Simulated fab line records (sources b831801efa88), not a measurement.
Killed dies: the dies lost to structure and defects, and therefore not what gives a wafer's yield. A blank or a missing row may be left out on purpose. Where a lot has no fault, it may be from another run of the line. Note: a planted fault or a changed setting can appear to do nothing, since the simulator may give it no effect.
fab line records || flow sky130
[record] {"lots": 14, "wafers": 42, "lastDay": 50}
route steps=708 shown VIA2@518
lots untouched by any fault: they come from a run of this same line in which no faults occurred
startH: the number of hours between the record's first day and the start of the first shown wafer of the lot || waitH: time in hours since the lot's previous step || " same as the row above || L1.1+2: a single row standing in for several wafers || - either no value or no given start || * or withheld: withheld || < > ~ a bound
route shown NAME@n: NAME is a module with steps in the file, n the number in the route of the first one || usual: the fault-free wafers' mean and standard deviation || same: alike in all rows || chamber/n: place in a boat || sites: each site's reading || _std_site: standard deviation of those values || _edge_site: the outer-site mean with the inner-site mean subtracted || radiusMm: for every site, how far away it sits from the centre of the wafer || mask NAME#n: copy n || behind: the last tool/chamber to shape the wafer || hold: what put the lot on hold/how long, in hours/how the hold closed || device: whichever transistor did not switch (one of n, p or np) || end of line: the same wafers' tests at the end of the route || a step with no rows: only its recipe || killed: count of dies lost to structure and defects at first sort (not the wafer's yield) || map: the dies of a wafer, with x for killed, . for not killed, _ for no die there
set.NAME: the setting as run; set.NAME@STEP: as run at that earlier step || model.NAME: the simulator's own value behind a step, which no gauge read
the route's steps for a sample of lots (tables are steps, rows are wafers)
[[steps]]
[step SKY_VIA2_DEVELOP_11]
[recipe] {"developTimeS": 60, "resist": "KrF-thick", "devTempC": 21}
{"lot.wafer": "L377.1+4+6", "tool": "lithoTrack-03", "chamber": 0, "startH": 846, "waitH": "-"}
{"lot.wafer": "L378.4+5+6", "tool": "lithoTrack-03", "chamber": 0, "startH": 849, "waitH": "-"}
{"lot.wafer": "L380.1+3+5", "tool": "lithoTrack-02", "chamber": 0, "startH": 860, "waitH": "-"}
{"lot.wafer": "L381.2+3+4", "tool": "lithoTrack-02", "chamber": 0, "startH": 875, "waitH": "-"}
{"lot.wafer": "L383.1+2+5", "tool": "lithoTrack-04", "chamber": 0, "startH": 893, "waitH": "-"}
{"lot.wafer": "L387.2+3+5", "tool": "lithoTrack-04", "chamber": 0, "startH": 922, "waitH": "-"}
{"lot.wafer": "L390.1+3+5", "tool": "lithoTrack-03", "chamber": 0, "startH": 952, "waitH": "-"}
{"lot.wafer": "L391.1+2+6", "tool": "lithoTrack-03", "chamber": 0, "startH": 968, "waitH": "-"}
{"lot.wafer": "L393.4+5+6", "tool": "lithoTrack-03", "chamber": 0, "startH": 969, "waitH": "-"}
{"lot.wafer": "L395.3+4+6", "tool": "lithoTrack-02", "chamber": 0, "startH": 978, "waitH": "-"}
{"lot.wafer": "L397.1+2+6", "tool": "lithoTrack-02", "chamber": 0, "startH": 985, "waitH": "-"}
{"lot.wafer": "L396.2+3+5", "tool": "lithoTrack-02", "chamber": 0, "startH": 989, "waitH": "-"}
{"lot.wafer": "L398.1+2+6", "tool": "lithoTrack-04", "chamber": 0, "startH": 991, "waitH": "-"}
{"lot.wafer": "L400.1+4+5", "tool": "lithoTrack-04", "chamber": 0, "startH": 1003, "waitH": "-"}
[step SKY_VIA2_CD_MEAS_12]
[recipe] {"targetCdNm": 200}
[usual] {"cdNm": "200.0/1.3"}
{"lot.wafer": "L377.1", "tool": "cdSem-02", "chamber": "-", "startH": 846.70, "waitH": "-", "cdNm": 198.8}
{"lot.wafer": "L377.4", "tool": "cdSem-02", "chamber": "-", "startH": 846.70, "waitH": "-", "cdNm": 198.6}
{"lot.wafer": "L377.6", "tool": "cdSem-02", "chamber": "-", "startH": 846.70, "waitH": "-", "cdNm": 198.6}
{"lot.wafer": "L378.4", "tool": "cdSem-01", "chamber": "-", "startH": 849.41, "waitH": "-", "cdNm": 198.7}
{"lot.wafer": "L378.5", "tool": "cdSem-01", "chamber": "-", "startH": 849.41, "waitH": "-", "cdNm": 200.2}
{"lot.wafer": "L378.6", "tool": "cdSem-01", "chamber": "-", "startH": 849.41, "waitH": "-", "cdNm": 200.2}
{"lot.wafer": "L380.1", "tool": "cdSem-01", "chamber": "-", "startH": 861.11, "waitH": "-", "cdNm": 198.4}
{"lot.wafer": "L380.3", "tool": "cdSem-01", "chamber": "-", "startH": 861.11, "waitH": "-", "cdNm": 199.2}
{"lot.wafer": "L380.5", "tool": "cdSem-01", "chamber": "-", "startH": 861.11, "waitH": "-", "cdNm": 198.0}
{"lot.wafer": "L381.2", "tool": "cdSem-01", "chamber": "-", "startH": 875.63, "waitH": "-", "cdNm": 198.7}
{"lot.wafer": "L381.3", "tool": "cdSem-01", "chamber": "-", "startH": 875.63, "waitH": "-", "cdNm": 200.1}
{"lot.wafer": "L381.4", "tool": "cdSem-01", "chamber": "-", "startH": 875.63, "waitH": "-", "cdNm": 200.7}
{"lot.wafer": "L383.1", "tool": "cdSem-02", "chamber": "-", "startH": 893.76, "waitH": "-", "cdNm": 196.9}
{"lot.wafer": "L383.2", "tool": "cdSem-02", "chamber": "-", "startH": 893.76, "waitH": "-", "cdNm": 198.2}
{"lot.wafer": "L383.5", "tool": "cdSem-02", "chamber": "-", "startH": 893.76, "waitH": "-", "cdNm": 198.1}
{"lot.wafer": "L387.2", "tool": "cdSem-02", "chamber": "-", "startH": 922.88, "waitH": "-", "cdNm": 200.7}
{"lot.wafer": "L387.3", "tool": "cdSem-02", "chamber": "-", "startH": 922.88, "waitH": "-", "cdNm": 199.1}
{"lot.wafer": "L387.5", "tool": "cdSem-02", "chamber": "-", "startH": 922.88, "waitH": "-", "cdNm": 200.8}
{"lot.wafer": "L390.1", "tool": "cdSem-02", "chamber": "-", "startH": 952.55, "waitH": "-", "cdNm": 200.6}
{"lot.wafer": "L390.3", "tool": "cdSem-02", "chamber": "-", "startH": 952.55, "waitH": "-", "cdNm": 199.9}
{"lot.wafer": "L390.5", "tool": "cdSem-02", "chamber": "-", "startH": 952.55, "waitH": "-", "cdNm": 200.0}
{"lot.wafer": "L391.1", "tool": "cdSem-01", "chamber": "-", "startH": 968.25, "waitH": "-", "cdNm": 186.1}
{"lot.wafer": "L391.2", "tool": "cdSem-01", "chamber": "-", "startH": 968.25, "waitH": "-", "cdNm": 203.4}
{"lot.wafer": "L391.6", "tool": "cdSem-01", "chamber": "-", "startH": 968.25, "waitH": "-", "cdNm": 202.7}
{"lot.wafer": "L393.4", "tool": "cdSem-02", "chamber": "-", "startH": 969.91, "waitH": "-", "cdNm": 198.8}
{"lot.wafer": "L393.5", "tool": "cdSem-02", "chamber": "-", "startH": 969.91, "waitH": "-", "cdNm": 181.3}
{"lot.wafer": "L393.6", "tool": "cdSem-02", "chamber": "-", "startH": 969.91, "waitH": "-", "cdNm": 198.1}
{"lot.wafer": "L395.3", "tool": "cdSem-01", "chamber": "-", "startH": 978.35, "waitH": "-", "cdNm": 198.3}
{"lot.wafer": "L395.4", "tool": "cdSem-01", "chamber": "-", "startH": 978.35, "waitH": "-", "cdNm": 200.0}
{"lot.wafer": "L395.6", "tool": "cdSem-01", "chamber": "-", "startH": 978.35, "waitH": "-", "cdNm": 199.4}
{"lot.wafer": "L397.1", "tool": "cdSem-01", "chamber": "-", "startH": 985.26, "waitH": "-", "cdNm": 201.2}
{"lot.wafer": "L397.2", "tool": "cdSem-01", "chamber": "-", "startH": 985.26, "waitH": "-", "cdNm": 200.3}
{"lot.wafer": "L397.6", "tool": "cdSem-01", "chamber": "-", "startH": 985.26, "waitH": "-", "cdNm": 202.5}
{"lot.wafer": "L396.2", "tool": "cdSem-01", "chamber": "-", "startH": 989.78, "waitH": "-", "cdNm": 200.9}
{"lot.wafer": "L396.3", "tool": "cdSem-01", "chamber": "-", "startH": 989.78, "waitH": "-", "cdNm": 199.7}
{"lot.wafer": "L396.5", "tool": "cdSem-01", "chamber": "-", "startH": 989.78, "waitH": "-", "cdNm": 200.1}
{"lot.wafer": "L398.1", "tool": "cdSem-02", "chamber": "-", "startH": 991.66, "waitH": "-", "cdNm": 198.9}
{"lot.wafer": "L398.2", "tool": "cdSem-02", "chamber": "-", "startH": 991.66, "waitH": "-", "cdNm": 202.3}
{"lot.wafer": "L398.6", "tool": "cdSem-02", "chamber": "-", "startH": 991.66, "waitH": "-", "cdNm": 201.9}
{"lot.wafer": "L400.1", "tool": "cdSem-01", "chamber": "-", "startH": 1004.06, "waitH": "-", "cdNm": 201.0}
{"lot.wafer": "L400.4", "tool": "cdSem-01", "chamber": "-", "startH": 1004.06, "waitH": "-", "cdNm": 200.5}
{"lot.wafer": "L400.5", "tool": "cdSem-01", "chamber": "-", "startH": 1004.06, "waitH": "-", "cdNm": 200.9}
[[key]]
[firstSign] {"step": "SKY_VIA2_CD_MEAS_12", "reading": "cdNm", "direction": "down", "sigmas": 12, "usual": 200.0, "struck": 183.7}
effect none on later readings
metAt SKY_VIA2_DEVELOP_11
struckLots L391,L393
struckWafers L391.1,L393.5
onsetBetween 952 968
[fault] {"kind": "processParameterDrift", "tool": "lithoTrack-03", "chamber": "-", "onsetH": 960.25, "steps": "SKY_VIA2_DEVELOP_11", "channel": "developTimeS", "offset": "*", "shape": "step", "endH": 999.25, "scope": "struckWafersOnly", "actsIn": "*", "stated": "*"}
